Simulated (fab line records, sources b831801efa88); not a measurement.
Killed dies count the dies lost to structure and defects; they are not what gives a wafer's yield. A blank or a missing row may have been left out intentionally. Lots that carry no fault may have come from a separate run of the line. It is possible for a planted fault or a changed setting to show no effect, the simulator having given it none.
Comparing a struck lot with a sound one    flow sky130    15 out of 708 route steps
Sound: wafers L401.1, L401.4, L401.6. Struck: wafer L402.6; the same lot's L402.5 was not struck, so it is left out; see the end for the cause.
Per side, at each step with rows, come the tool, then ch with its chambers, and then its first start. Under that, the readings that differ: sound wafers    struck wafers    difference of the means    sigmas: that difference in standard deviations of wafers without a fault.
alike: a reading whose means differ by less than 2 such deviations, as well as words and numbers matching on both sides. not compared: withheld readings; readings where some wafer has no value; bounds like >300 that might hide an equal value; numbers whose values overlap and for which the record gives no deviation.
A row with sigmas, a row that says differs or no value, or rows on one side alone: a step with any of these is where the two part. Non-overlapping numbers with no deviation appear without sigmas and do not part them. Lack of a reading on every wafer of one side parts them only where that side has two or more wafers.

SKY_VIA3_CD_MEAS_12 targets a cd of 200 nm.
  sound: cd-sem-02 at day 44 05:29; struck: cd-sem-01 at day 44 10:04
  alike: cd-nm
SKY_VIA3_OVL_MEAS_13:
  sound: overlay-01 at day 44 05:36; struck: overlay-01 at day 44 10:08
  alike: VIA3_OVL
SKY_VIA3_ETCH_14: etches BARC in N2/H2, stops on SiO2, time 45.9 s, target depth 60 nm.
  sound on rie-diel-03 ch 1,2,3, day 44 05:38; struck on rie-diel-03 ch 1, day 44 10:10
  alike: drypump-motor-current-A, oes-product-au, throttle-valve-pct
  not compared: rf-hours-counter-h
SKY_VIA3_ETCH_15: etches SiO2 in C4F8/O2/Ar, stops on TiN, target depth 507 nm, time 78 s.
  sound on rie-diel-03 ch 1,2,3, day 44 05:41; struck on rie-diel-03 ch 1, day 44 10:13
  alike: oes-product-au
  not compared: rf-hours-counter-h
SKY_VIA3_STRIP_16: strips in O2/N2.
  sound on plasma-asher-04 ch 0,1, day 44 05:44; struck on plasma-asher-04 ch 0, day 44 10:19
  alike: drypump-motor-current-A, oes-product-au, strip-time-to-endpoint-s
  not compared: rf-hours-counter-h
then, 4 steps without rows for these wafers: SKY_VIA3_STRIP_17 (strips in post etch residue remover, time 1200 s); SKY_VIA3_CLEAN_18 (cleans in IPA, time 180 s); SKY_VIA3_CLEAN_19 (cleans in O3/DIW); SKY_VIA3_SPUTTER_20 (material TiN, target thk 20 nm, time 80 s).
SKY_VIA3_CVD_21: deposits W, target thk 390 nm, time 117.31 s.
  sound on cvd-w-01 ch 0,1, day 44 06:26; struck on cvd-w-02 ch 1, day 44 10:59
  alike: chamber-pressure-Torr, heater-power-outer-w, heater-power-w
SKY_VIA3_RS_MEAS_22: the measuring method here is four-point-probe.
  sound: film-metro-04 at day 44 06:33; struck: film-metro-04 at day 44 11:07
  alike: VIA3_W_RS
SKY_VIA3_THK_MEAS_23: measures by xrf.
  sound: film-metro-04 at day 44 06:40; struck: film-metro-04 at day 44 11:12
  alike: VIA3_W_THK
SKY_VIA3_CMP_24: polishes, stops on SiO2, t overpolish 20 s, target thk 0 nm.
  sound on cmp-02 ch 0,1,2, day 44 06:47; struck on cmp-01 ch 0, day 44 11:25
reading                 sound                 struck  difference  sigmas
overpolish-run-s (s)    20.003 19.997 20.014  0.040   -19.965     -99 or more
time-to-endpoint-s (s)  96 99 93              148     +52         +15
  alike: motor-current-A, slurry-filter-dp-kPa
SKY_METAL4_SPUTTER_00: material Ti, target thk 15 nm, time 10 s.
  the record has rows for the sound wafers here (pvd-sputter-03, day 44 07:02) and none for the struck ones
-- the record jumps here: 5 days lie between the struck wafers' starts before and after (it left off in module METAL4 and takes up again in module PAD_OPEN, whose first step shown is number 708 of the route) --
SKY_PAD_OPEN_PROBE_99:
  sound: prober-01 at day 49 10:59; struck: prober-02 at day 49 16:18
reading                   sound           struck  difference  sigmas
defect-limited-yield (%)  82.1 82.1 78.3  0       -81         -40
killed_at_M0_to_M3        46 39 54        455     +409        +56
killed-dies               88 88 107       492     +398        +40
killed-on-rim             22 16 19        96      +77         +20
sort_bin_3_pad_short (%)  1.6 1.6 0.4     83.1    +81.9       +99 or more
sort-n-pass               404 404 385     0       -398        -40
sort-yield-pct (%)        82.1 82.1 78.3  0       -81         -40
  alike: killed_at_M4_up, killed-at-contacts, killed-at-front-end, killed-at-other, killed-open, killed-short, sort_bin_5_function, sort_bin_6_memory

== WHERE THEY PART ==
At SKY_VIA3_CMP_24 first; at SKY_PAD_OPEN_PROBE_99 last (within this record only).

WHY: what the simulator had put in
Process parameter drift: cmp-01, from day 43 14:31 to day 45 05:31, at SKY_VIA3_CMP_24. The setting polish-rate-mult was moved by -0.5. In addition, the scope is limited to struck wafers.
